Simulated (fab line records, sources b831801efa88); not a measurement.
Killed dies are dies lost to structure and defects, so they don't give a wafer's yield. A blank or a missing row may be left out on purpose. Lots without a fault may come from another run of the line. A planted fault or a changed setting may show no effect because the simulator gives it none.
fab line records | flow sky130
record lots=6 wafers=18 last_day=49
route steps=708 shown VIA1@482 METAL2@483 PAD_OPEN@708
lots that met no fault: from a run of the same line without faults
start_h: hours from the record's first day to the start of the lot's first wafer shown | wait_h: hours since the lot's step before | " the same as in the row above | L1.1+2: a row that stands for several wafers | - no value, or no start given | * or withheld: withheld | < > ~ a bound
route shown NAME@n: a module of which the file shows steps, and the number in the route of the first | usual: mean/standard deviation of fault-free wafers | same: alike in all rows | chamber/n: place in a boat | sites: the reading at each site | _std_site: their standard deviation | _edge_site: outer sites' mean less inner sites' | radius_mm: how far each site lies from the wafer's centre | mask NAME#n: copy n | behind: the tool/chamber that last shaped the wafer | hold: why the lot was held/for how many hours/how that ended | device: the transistor (n, p or np) that didn't switch | end of line: the same wafers' tests at the end of the route | a step without rows: its recipe alone | killed: dies lost to structure and defects at the first sort, not the wafer's yield | map: a wafer's dies, x killed, . not, _ none there
set.NAME: the setting as run; set.NAME@STEP: as run at that earlier step | model.NAME: the simulator's own value behind a step, which no gauge read
lots at some steps of the route; a table a step, a row a wafer
services: from which hour (start_h, from the record's first day; less than 0 if before it) a tool's chamber was out of use, for how many hours, and why
## steps
# step SKY_VIA1_CMP_24
# recipe stop_on=SiO2 t_overpolish_s=15 down_force_psi=3.5 platen_rpm=60 target_thk_nm=0 pad_velocity_m_s=0.94248
# usual motor_current_A=11.3/1.1 overpolish_run_s=15.001/0.0082 time_to_endpoint_s=67/3.5
# same t_overpolish_s=15
# columns lot.wafer tool chamber start_h wait_h motor_current_A overpolish_run_s time_to_endpoint_s
L239.2 cmp-02 0 796.46 0.1 11.7 15.000 70
L239.1 " 2 " " 9.6 14.994 64
L239.6 " 0 " " 11.1 15.011 70
L240.4 cmp-02 3 822.86 0.1 10.7 14.995 64
L240.1 " 0 " " 11.9 15.000 66
L240.6 " 2 " " 10.3 15.010 58
L242.4 cmp-01 2 829.31 0.0 11.9 14.998 60
L242.3 " 0 " " 12.3 15.007 66
L242.1 " 1 " " 13.3 15.000 67
L251.3 cmp-01 2 893.69 0.0 11.6 15.007 66
L251.4 " 0 " " 12.1 15.006 68
L251.6 " 2 " " 12.0 14.994 66
L256.1 cmp-02 2 923.86 0.1 9.4 14.991 64
L256.2 " 0 " " 11.7 14.996 71
L256.6 " 2 " " 9.6 15.017 64
L257.1 cmp-02 3 934.49 0.1 10.8 15.010 68
L257.3 " 2 " " 9.8 15.009 62
L257.5 " 0 " " 11.6 15.000 68
# step SKY_METAL2_SPUTTER_00
# recipe material=Ti target_thk_nm=15 power_w=3000 time_s=10 chamber_pressure_pa=0.4
# usual chamber_pressure_pa=0.4000/0.00083 throttle_valve_pct=29.4/0.88
# columns lot.wafer tool chamber start_h wait_h chamber_pressure_pa throttle_valve_pct
L239.1 pvd_sputter-03 - 796.71 0.1 0.4010 29.3
L239.2 " - " " 0.3987 30.4
L239.6 " - " " 0.3988 30.2
L240.1 pvd_sputter-03 - 823.11 0.1 0.4012 29.6
L240.4 " - " " 0.4010 29.6
L240.6 " - " " 0.4007 29.4
L242.1 pvd_sputter-04 - 829.61 0.1 0.3985 30.7
L242.3 " - " " 0.3999 30.2
L242.4 " - " " 0.3997 29.9
L251.3 pvd_sputter-02 - 893.99 0.2 0.4001 29.2
L251.4 " - " " 0.4005 30.1
L251.6 " - " " 0.4015 30.0
L256.1 pvd_sputter-02 - 924.11 0.2 0.3990 29.5
L256.2 " - " " 0.3991 28.9
L256.6 " - " " 0.4009 29.3
L257.1 pvd_sputter-04 - 934.79 0.2 0.4007 30.3
L257.3 " - " " 0.3992 28.6
L257.5 " - " " 0.4002 29.6
# step SKY_METAL2_SPUTTER_01
# recipe material=TiN target_thk_nm=20 power_w=6500 time_s=16.7 chamber_pressure_pa=0.4
# usual chamber_pressure_pa=0.4000/0.00076 throttle_valve_pct=29.4/0.88
# columns lot.wafer tool chamber start_h wait_h chamber_pressure_pa throttle_valve_pct
L239.1 pvd_sputter-03 - 796.73 0.0 0.4001 29.2
L239.2 " - " " 0.3998 30.1
L239.6 " - " " 0.3998 30.3
L240.1 pvd_sputter-03 - 823.13 0.0 0.4022 29.2
L240.4 " - " " 0.4013 29.6
L240.6 " - " " 0.4013 29.2
L242.1 pvd_sputter-04 - 829.63 0.0 0.4009 30.3
L242.3 " - " " 0.3988 30.2
L242.4 " - " " 0.3995 29.7
L251.3 pvd_sputter-02 - 894.01 0.0 0.3998 29.5
L251.4 " - " " 0.4007 30.0
L251.6 " - " " 0.4004 30.0
L256.1 pvd_sputter-02 - 924.14 0.0 0.3992 29.4
L256.2 " - " " 0.3997 29.1
L256.6 " - " " 0.4009 29.2
L257.1 pvd_sputter-04 - 934.81 0.0 0.3996 30.5
L257.3 " - " " 0.4004 29.0
L257.5 " - " " 0.4008 29.8
# step SKY_METAL2_SPUTTER_02
# recipe material=AlCu target_thk_nm=250 power_w=10600 time_s=13.3 chamber_pressure_pa=0.4
# usual chamber_pressure_pa=0.4002/0.00082 throttle_valve_pct=29.4/0.87
# columns lot.wafer tool chamber start_h wait_h chamber_pressure_pa throttle_valve_pct
L239.1 pvd_sputter-03 - 796.76 0.0 0.3995 29.1
L239.2 " - " " 0.4002 30.3
L239.6 " - " " 0.4010 30.1
L240.1 pvd_sputter-03 - 823.16 0.0 0.3996 29.3
L240.4 " - " " 0.3989 29.5
L240.6 " - " " 0.3986 29.3
L242.1 pvd_sputter-04 - 829.66 0.0 0.3979 30.7
L242.3 " - " " 0.4015 30.4
L242.4 " - " " 0.4006 29.5
L251.3 pvd_sputter-02 - 894.04 0.0 0.4009 29.1
L251.4 " - " " 0.4015 29.7
L251.6 " - " " 0.4023 29.8
L256.1 pvd_sputter-02 - 924.16 0.0 0.4001 29.5
L256.2 " - " " 0.4009 29.0
L256.6 " - " " 0.4012 29.3
L257.1 pvd_sputter-04 - 934.84 0.0 0.4007 30.5
L257.3 " - " " 0.4002 29.0
L257.5 " - " " 0.4007 29.5
# step SKY_METAL2_SPUTTER_03
# recipe material=Ti target_thk_nm=5 power_w=3000 time_s=3.3 chamber_pressure_pa=0.4
# step SKY_METAL2_SPUTTER_04
# recipe material=TiN target_thk_nm=70 power_w=6500 time_s=58.3 chamber_pressure_pa=0.4
# usual chamber_pressure_pa=0.4000/0.0008 throttle_valve_pct=29.4/0.87
# columns lot.wafer tool chamber start_h wait_h chamber_pressure_pa throttle_valve_pct
L239.1 pvd_sputter-03 - 796.80 0.0 0.4008 29.1
L239.2 " - " " 0.3993 30.1
L239.6 " - " " 0.3998 30.4
L240.1 pvd_sputter-03 - 823.20 0.0 0.3997 29.2
L240.4 " - " " 0.4003 29.5
L240.6 " - " " 0.4013 29.2
L242.1 pvd_sputter-04 - 829.70 0.0 0.4005 30.6
L242.3 " - " " 0.3990 29.9
L242.4 " - " " 0.4003 29.6
L251.3 pvd_sputter-02 - 894.08 0.0 0.4000 29.7
L251.4 " - " " 0.4010 29.9
L251.6 " - " " 0.4022 29.7
L256.1 pvd_sputter-02 - 924.21 0.0 0.3991 29.4
L256.2 " - " " 0.3989 29.4
L256.6 " - " " 0.4000 29.4
L257.1 pvd_sputter-04 - 934.88 0.0 0.4005 30.7
L257.3 " - " " 0.3994 28.9
L257.5 " - " " 0.3988 29.9
# step SKY_METAL2_RS_MEAS_05
# recipe thk_meas_gauge=four-point-probe reads=TiN_of_METAL2_SPUTTER_04+Ti_of_METAL2_SPUTTER_03+AlCu_of_METAL2_SPUTTER_02+TiN_of_METAL2_SPUTTER_01+Ti_of_METAL2_SPUTTER_00
# usual METAL2_ALCU_RS=0.1269/0.0013
# columns lot.wafer tool chamber start_h wait_h METAL2_ALCU_RS[ohm/sq]
L239.1 film_metro-04 - 796.85 0.0 0.1287
L239.2 " - " " 0.1273
L239.6 " - " " 0.1276
L240.1 film_metro-01 - 823.25 0.0 0.1260
L240.4 " - " " 0.1276
L240.6 " - " " 0.1272
L242.1 film_metro-04 - 829.75 0.0 0.1257
L242.3 " - " " 0.1235
L242.4 " - " " 0.1262
L251.3 film_metro-04 - 894.17 0.1 0.1236
L251.4 " - " " 0.1254
L251.6 " - " " 0.1251
L256.1 film_metro-04 - 924.25 0.0 0.1301
L256.2 " - " " 0.1273
L256.6 " - " " 0.1266
L257.1 film_metro-04 - 934.93 0.0 0.1275
L257.3 " - " " 0.1271
L257.5 " - " " 0.1269
# step SKY_METAL2_THK_MEAS_06
# recipe thk_meas_gauge=xrf reads=AlCu_of_METAL2_SPUTTER_02
# usual METAL2_ALCU_THK=246.4/2.8
# columns lot.wafer tool chamber start_h wait_h METAL2_ALCU_THK[nm]
L239.1 film_metro-04 - 796.97 0.1 241.5
L239.2 " - " " 245.6
L239.6 " - " " 243.7
L240.1 film_metro-01 - 823.37 0.1 250.0
L240.4 " - " " 244.4
L240.6 " - " " 244.2
L242.1 film_metro-04 - 829.87 0.1 246.5
L242.3 " - " " 251.8
L242.4 " - " " 247.0
L251.3 film_metro-04 - 894.27 0.1 252.9
L251.4 " - " " 247.7
L251.6 " - " " 249.3
L256.1 film_metro-04 - 924.37 0.1 240.4
L256.2 " - " " 244.8
L256.6 " - " " 246.0
L257.1 film_metro-04 - 935.05 0.1 244.2
L257.3 " - " " 246.1
L257.5 " - " " 246.4
# step SKY_METAL2_DEHYDRATE_07
# recipe temp_c=200 time_s=60
# step SKY_METAL2_HMDS_08
# recipe prime_time_s=60 prime_temp_c=120
# step SKY_METAL2_COAT_09
# recipe resist=BARC temp_c=withheld time_s=withheld spin_rpm=3000 resist_thk_nm=60
# step SKY_METAL2_COAT_10
# recipe resist=KrF-thick spin_rpm=3000 resist_thk_nm=450
# step SKY_METAL2_SOFTBAKE_11
# recipe temp_c=100 time_s=90 resist=KrF-thick
# usual chill_plate_temp_C=23.00/0.12 heater_power_total_W=57.36/0.11 run_length_s=119.08/0.16
# columns lot.wafer tool chamber start_h wait_h chill_plate_temp_C heater_power_total_W run_length_s
L239.1 litho_track-02 0 810 - 23.14 57.34 119.09
L239.2 " 0 " " 23.05 57.31 119.12
L239.6 " 0 " " 23.02 57.26 118.99
L240.1 litho_track-03 0 836 - 22.99 57.36 119.28
L240.4 " 0 " " 22.90 57.32 119.39
L240.6 " 0 " " 22.99 57.44 119.43
L242.1 litho_track-04 0 842 - 22.86 57.49 118.86
L242.3 " 0 " " 22.87 57.30 118.88
L242.4 " 0 " " 22.91 57.35 118.84
L251.3 litho_track-03 0 907 - 23.05 57.37 119.18
L251.4 " 0 " " 22.94 57.54 119.48
L251.6 " 0 " " 22.68 57.29 119.35
L256.1 litho_track-04 0 937 - 23.27 58.07 116.08
L256.2 " 0 " " 23.12 58.12 116.34
L256.6 " 0 " " 23.14 57.92 115.94
L257.1 litho_track-04 0 947 - 22.98 57.97 116.21
L257.3 " 0 " " 22.72 57.86 116.00
L257.5 " 0 " " 22.84 58.29 116.13
# step SKY_METAL2_EXPOSE_12
# recipe mask_id=MM2 na=0.8 source_shape=annular sigma_inner=0.55 sigma_outer=0.85 target_cd_nm=140 dose_mj=28
# step SKY_PAD_OPEN_PROBE_99
# usual defect_limited_yield=82.4/2 killed_at_M0_to_M3=43/6.8 killed_at_M4_up=3.1/1.8 killed_at_contacts=25/5.8 killed_at_front_end=15/4.2 killed_at_other=0.3/0.5 killed_dies=87/9.7 killed_on_rim=17/4.1 killed_open=47/7.3 killed_short=39/6.6 sort_bin_3_pad_short=0.9/0.37 sort_bin_5_function=10.4/1.4 sort_bin_6_memory=6.3/1.1 sort_n_pass=405/9.7 sort_yield_pct=82.4/2
# same gross_dies=492 killed_at_back_side=0 sort_bin_4_leakage[%]=0 sort_bin_8_speed[%]=0
# columns lot.wafer tool chamber start_h wait_h defect_limited_yield[%] killed_at_M0_to_M3 killed_at_M4_up killed_at_contacts killed_at_front_end killed_at_other killed_dies killed_on_rim killed_open killed_short sort_bin_3_pad_short[%] sort_bin_5_function[%] sort_bin_6_memory[%] sort_n_pass sort_yield_pct[%]
L239.1 prober-02 - 1077.36 0.1 79.9 48 3 31 16 1 99 23 50 49 0.8 13.2 6.1 393 79.9
L239.2 prober-02 - 1077.41 0.1 84.8 41 5 20 8 1 75 13 42 33 0.6 8.7 5.9 417 84.8
L239.6 prober-02 - 1077.61 0.2 86.0 36 2 15 15 1 69 17 28 41 0.4 8.9 4.7 423 86.0
L240.1 prober-02 - 1101.05 0.1 78.7 37 1 39 28 0 105 13 52 53 1.2 12.6 7.5 387 78.7
L240.4 prober-02 - 1101.20 0.2 84.6 40 5 18 12 1 76 15 37 39 1.4 9.8 4.3 416 84.6
L240.6 prober-02 - 1101.30 0.2 81.5 44 1 25 21 0 91 13 51 40 0.8 9.6 8.1 401 81.5
L242.1 prober-02 - 1106.49 0.1 85.0 37 1 18 18 0 74 11 38 36 1.0 9.1 4.9 418 85.0
L242.3 prober-02 - 1106.59 0.2 84.1 38 4 22 14 0 78 16 43 35 1.0 8.1 6.7 414 84.1
L242.4 prober-02 - 1106.64 0.2 80.7 53 4 26 12 0 95 22 48 47 1.0 11.8 6.5 397 80.7
L251.3 prober-02 - 1155.66 0.2 82.3 40 5 31 11 0 87 12 44 43 2.0 9.8 5.9 405 82.3
L251.4 prober-02 - 1155.71 0.2 80.5 48 3 32 13 0 96 18 49 47 0.4 10.8 8.3 396 80.5
L251.6 prober-02 - 1155.81 0.2 78.7 56 3 31 15 0 105 17 53 52 1.0 13.2 7.1 387 78.7
L256.1 prober-01 - 1175.64 0.1 78.9 48 2 35 19 0 104 22 55 49 1.4 13.2 6.5 388 78.9
L256.2 prober-01 - 1175.69 0.1 82.3 46 1 24 15 1 87 16 40 47 0.4 9.8 7.5 405 82.3
L256.6 prober-01 - 1175.89 0.2 79.9 36 3 45 15 0 99 20 46 53 1.2 12.6 6.3 393 79.9
L257.1 prober-02 - 1181.86 0.1 85.2 41 1 21 9 1 73 9 39 34 0.6 9.3 4.9 419 85.2
L257.3 prober-02 - 1181.96 0.2 81.1 47 2 33 10 1 93 18 49 44 1.2 10.0 7.7 399 81.1
L257.5 prober-02 - 1182.06 0.2 85.0 28 3 25 18 0 74 17 37 37 0.8 9.1 5.1 418 85.0
# killed by level:class
L239.1 CONTACT:geometric_particle:open=12 VIA3:geometric_particle:open=8 VIA1:geometric_particle:open=8 VIA1:geometric_particle:short=8 VIA2:geometric_particle:open=8 CONTACT:geometric_particle:short=7 FIELD_ISO:geometric_particle:open=5 LOCAL_INTERCONNECT:geometric_particle:short=5
L239.2 CONTACT:geometric_particle:open=8 VIA1:geometric_particle:open=7 METAL2:geometric_particle:short=7 LI_CONTACT:geometric_particle:open=5 VIA2:geometric_particle:short=5 VIA3:geometric_particle:open=5 VIA2:geometric_particle:open=4 LOCAL_INTERCONNECT:geometric_particle:short=3
L239.6 VIA2:geometric_particle:short=6 FIELD_ISO:geometric_particle:short=5 VIA2:geometric_particle:open=5 VIA1:geometric_particle:open=5 METAL1:geometric_particle:short=4 CONTACT:geometric_particle:open=4 METAL2:geometric_particle:short=4 VIA3:geometric_particle:open=4
L240.1 CONTACT:geometric_particle:open=13 LOCAL_INTERCONNECT:geometric_particle:short=8 CONTACT:geometric_particle:short=8 LI_CONTACT:geometric_particle:open=7 FIELD_ISO:geometric_particle:short=6 POLY_GATE:geometric_particle:open=6 METAL1:geometric_particle:short=6 METAL2:geometric_particle:short=5
L240.4 VIA3:geometric_particle:open=12 LI_CONTACT:geometric_particle:open=5 LOCAL_INTERCONNECT:geometric_particle:short=5 VIA3:geometric_particle:short=5 VIA2:geometric_particle:open=5 METAL4:geometric_particle:short=5 POLY_GATE:geometric_particle:open=4 METAL3:geometric_particle:short=4
L240.6 CONTACT:geometric_particle:open=14 VIA1:geometric_particle:open=8 VIA3:geometric_particle:open=8 FIELD_ISO:geometric_particle:open=7 METAL2:geometric_particle:short=6 POLY_GATE:geometric_particle:short=4 METAL1:geometric_particle:short=4 CONTACT:geometric_particle:short=4
L242.1 VIA1:geometric_particle:open=9 CONTACT:geometric_particle:open=8 VIA3:geometric_particle:short=7 POLY_GATE:geometric_particle:short=6 POLY_GATE:geometric_particle:open=4 FIELD_ISO:geometric_particle:open=3 LOCAL_INTERCONNECT:geometric_particle:short=3 CONTACT:geometric_particle:short=3
L242.3 VIA1:geometric_particle:open=13 CONTACT:geometric_particle:open=10 LI_CONTACT:geometric_particle:short=6 VIA3:geometric_particle:open=5 METAL2:geometric_particle:short=4 METAL4:geometric_particle:short=4 FIELD_ISO:geometric_particle:open=3 CONTACT:geometric_particle:short=3
L242.4 VIA1:geometric_particle:open=11 METAL2:geometric_particle:short=9 CONTACT:geometric_particle:open=9 VIA1:geometric_particle:short=9 VIA3:geometric_particle:open=7 LI_CONTACT:geometric_particle:open=7 CONTACT:geometric_particle:short=7 METAL1:geometric_particle:short=5
L251.3 CONTACT:geometric_particle:open=9 METAL2:geometric_particle:short=8 LI_CONTACT:geometric_particle:open=8 VIA1:geometric_particle:open=7 METAL1:geometric_particle:short=6 LI_CONTACT:geometric_particle:short=5 CONTACT:geometric_particle:short=5 POLY_GATE:geometric_particle:open=4
L251.4 VIA1:geometric_particle:open=12 CONTACT:geometric_particle:short=10 LI_CONTACT:geometric_particle:open=8 VIA2:geometric_particle:open=6 METAL1:geometric_particle:short=6 VIA3:geometric_particle:open=6 METAL2:geometric_particle:short=5 LI_CONTACT:geometric_particle:short=5
L251.6 VIA1:geometric_particle:open=15 VIA3:geometric_particle:open=11 CONTACT:geometric_particle:open=9 METAL2:geometric_particle:short=9 LI_CONTACT:geometric_particle:short=6 LI_CONTACT:geometric_particle:open=6 VIA1:geometric_particle:short=6 VIA2:geometric_particle:open=6
L256.1 LI_CONTACT:geometric_particle:open=10 CONTACT:geometric_particle:short=9 CONTACT:geometric_particle:open=9 VIA2:geometric_particle:open=9 VIA1:geometric_particle:open=8 VIA2:geometric_particle:short=6 POLY_GATE:geometric_particle:short=5 METAL2:geometric_particle:short=5
L256.2 VIA1:geometric_particle:open=11 LI_CONTACT:geometric_particle:open=7 METAL1:geometric_particle:short=7 LI_CONTACT:geometric_particle:short=6 LOCAL_INTERCONNECT:geometric_particle:short=6 METAL2:geometric_particle:short=6 FIELD_ISO:geometric_particle:open=5 VIA2:geometric_particle:short=5
L256.6 CONTACT:geometric_particle:open=17 LI_CONTACT:geometric_particle:open=9 METAL2:geometric_particle:short=8 METAL1:geometric_particle:short=7 POLY_GATE:geometric_particle:short=6 LI_CONTACT:geometric_particle:short=6 LOCAL_INTERCONNECT:geometric_particle:short=6 CONTACT:geometric_particle:short=6
L257.1 CONTACT:geometric_particle:open=9 METAL1:geometric_particle:short=6 VIA1:geometric_particle:open=6 VIA2:geometric_particle:open=6 CONTACT:geometric_particle:short=4 VIA1:geometric_particle:short=4 METAL2:geometric_particle:short=4 VIA3:geometric_particle:short=4
L257.3 CONTACT:geometric_particle:open=13 VIA1:geometric_particle:open=11 LI_CONTACT:geometric_particle:open=7 METAL2:geometric_particle:short=6 CONTACT:geometric_particle:short=6 VIA2:geometric_particle:open=6 VIA1:geometric_particle:short=6 LI_CONTACT:geometric_particle:short=5
L257.5 CONTACT:geometric_particle:open=7 LI_CONTACT:geometric_particle:short=5 METAL1:geometric_particle:short=5 VIA2:geometric_particle:open=5 FIELD_ISO:geometric_particle:short=4 POLY_GATE:geometric_particle:open=4 LOCAL_INTERCONNECT:geometric_particle:short=4 LOCAL_INTERCONNECT:geometric_particle:open=4
## services
# columns tool chamber start_h hours kind
cmp-02 - 777.26 5.2 pm
cmp-02 - 809.74 2.5 repair
pvd_sputter-02 - 820.47 1.4 repair
cmp-01 - 843.77 1.6 repair
cmp-01 - 848.98 0.4 repair
cmp-01 - 850.55 4.6 pm
cmp-02 - 861.64 0.3 repair
pvd_sputter-03 - 869.41 4.9 repair
cmp-01 - 912.00 4.0 pm
cmp-01 - 916.00 - consumable_replace:conditioner
cmp-01 - 916.00 - consumable_replace:pad
pvd_sputter-02 - 919.42 3.8 repair
cmp-01 - 932.08 5.5 pm
cmp-02 - 943.59 2.7 repair
pvd_sputter-04 - 944.69 2.5 repair
## key
first_sign step=SKY_METAL2_SOFTBAKE_11 reading=run_length_s direction=down sigmas=18 usual=* struck=*
effect step=SKY_METAL2_SOFTBAKE_11 reading=heater_power_total_W direction=up sigmas=6 usual=* struck=*
met_at SKY_METAL2_SOFTBAKE_11
struck_wafers L256.1,L256.2,L256.6,L257.1,L257.3,L257.5
onset_between 842 937
fault kind=process_parameter_drift tool=litho_track-04 chamber=- onset_h=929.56 steps=SKY_METAL2_SOFTBAKE_11 channel=time_s offset=* shape=step end_h=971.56 acts_in=* stated=*
